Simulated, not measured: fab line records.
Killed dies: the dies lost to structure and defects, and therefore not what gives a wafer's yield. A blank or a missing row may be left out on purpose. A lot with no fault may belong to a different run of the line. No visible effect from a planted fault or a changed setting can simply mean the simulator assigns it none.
A struck lot beside a sound one || flow sfqLine || 14 out of 325 route steps
Sound: wafers L855.1, L855.4, L855.5. The struck wafers were L852.5, L852.6. The cause is named last.
Each step with rows lists, per side, the tool, then ch with its chambers, then its first start. Under that, the readings that differ: sound wafers || struck wafers || difference of the means || sigmas: that difference in standard deviations of wafers without a fault.
alike: a reading whose means differ by less than 2 such deviations, as well as words and numbers matching on both sides. not compared: withheld readings; readings where some wafer has no value; bounds like >300 that might hide an equal value; numbers whose values overlap and for which the record gives no deviation.
A row with sigmas, a row that says differs or no value, or rows on one side alone: a step with any of these is where the two part. Numbers that have no deviation but don't overlap get no sigmas and don't part them. Lack of a reading on every wafer of one side parts them only where that side has two or more wafers.

SFQ_INCOMING_BOW_MEAS_900:
  sound: filmMetro-03 at day 3 17:00; struck: filmMetro-01 at day 3 02:05
  alike: INCOMING_BOW
then, 1 step without rows for these wafers: SFQ_TRILAYER_INCOMING_OXIDATION_002 (target thk 500 nm, ox time 4939 s).
SFQ_TRILAYER_L0_DEP_SPUTTER_003: material MoNx KI, target thk 40 nm, time 100 s.
  sound: pvdSputter-06 at day 3 19:29; struck: pvdSputter-03 at day 3 04:32
  alike: throttleValvePct
SFQ_L0_RS_MEAS_901: measures by four-point-probe.
  sound: filmMetro-02 at day 3 19:34; struck: filmMetro-01 at day 3 04:38
  alike: L0_MONX_KI_RS
SFQ_L0_THK_MEAS_902: measures by xrf.
  sound: filmMetro-02 at day 3 19:41; struck: filmMetro-01 at day 3 04:43
  alike: L0_MONX_KI_THK
then, 6 steps without rows for these wafers: SFQ_TRILAYER_L0_LITHO_COAT_010 (resist thk 62 nm); SFQ_TRILAYER_L0_LITHO_COAT_005 (resist thk 600 nm); SFQ_TRILAYER_L0_LITHO_SOFTBAKE_009; SFQ_TRILAYER_L0_LITHO_EXPOSE_006 (exposes mask L0, target cd 2000 nm); SFQ_TRILAYER_L0_LITHO_PEB_008 (peb time 60 s); SFQ_TRILAYER_L0_LITHO_DEVELOP_007 (time 60 s).
-- the record jumps here: 3 days lie between the struck wafers' starts before and after --
SFQ_TRILAYER_L0_BARC_OPEN_METAL_ETCH_010: etches BARC in O2, target depth 125 nm, time 41.7 s.
  sound on rieMetal-04 ch 1, day 6 20:04; struck on rieMetal-02 ch 0,1, day 6 06:54
{"reading": "oesProductAu (a.u.)", "sound": "0.686 0.683 0.685", "struck": "0.756 0.759", "difference": "+0.073", "sigmas": "+18"}
{"reading": "rfFwdPowerW (W)", "sound": "594.9 594.0 595.8", "struck": "- -", "difference": "no value on the struck wafers", "sigmas": ""}
{"reading": "runLengthS (s)", "sound": "69.59 69.38 69.68", "struck": "65.09 65.27", "difference": -4.37, "sigmas": -15}
{"reading": "model.KrF_of_TRILAYER_L0_LITHO_COAT_005.thkNm (nm)", "sound": "522.9 521.3 521.7", "struck": "530.4 527.6", "difference": "+7.0", "sigmas": ""}
  alike: drypumpMotorCurrentA
  not compared: rfHoursCounterH
SFQ_TRILAYER_L0_ETCH_METAL_ETCH_008: etches MoNx KI in SF6/O2, stops on SiO2, target depth 50 nm, time 25 s.
  sound on rieMetal-04 ch 1, day 6 20:07; struck on rieMetal-02 ch 0,1, day 6 06:58
{"reading": "model.KrF_of_TRILAYER_L0_LITHO_COAT_005.thkNm (nm)", "sound": "481.1 479.5 480", "struck": "488.6 486.1", "difference": "+7.2", "sigmas": ""}
  alike: drypumpMotorCurrentA, oesProductAu, rfFwdPowerW, runLengthS
  not compared: rfHoursCounterH
SFQ_TRILAYER_L0_STRIP_STRIP_009: strips in O2.
  sound on rieMetal-04 ch 1, day 6 20:10; struck on rieMetal-02 ch 0,1, day 6 07:22
  alike: drypumpMotorCurrentA, oesProductAu
  not compared: rfHoursCounterH

== WHERE THEY PART ==
Within this record, at SFQ_TRILAYER_L0_BARC_OPEN_METAL_ETCH_010 only. Later steps at which nothing parts them and some readings are alike: SFQ_TRILAYER_L0_ETCH_METAL_ETCH_008, SFQ_TRILAYER_L0_STRIP_STRIP_009.

WHY: the cause the simulator had injected
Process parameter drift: rieMetal-02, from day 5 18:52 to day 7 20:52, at SFQ_TRILAYER_L0_BARC_OPEN_METAL_ETCH_010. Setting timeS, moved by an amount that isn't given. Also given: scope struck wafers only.
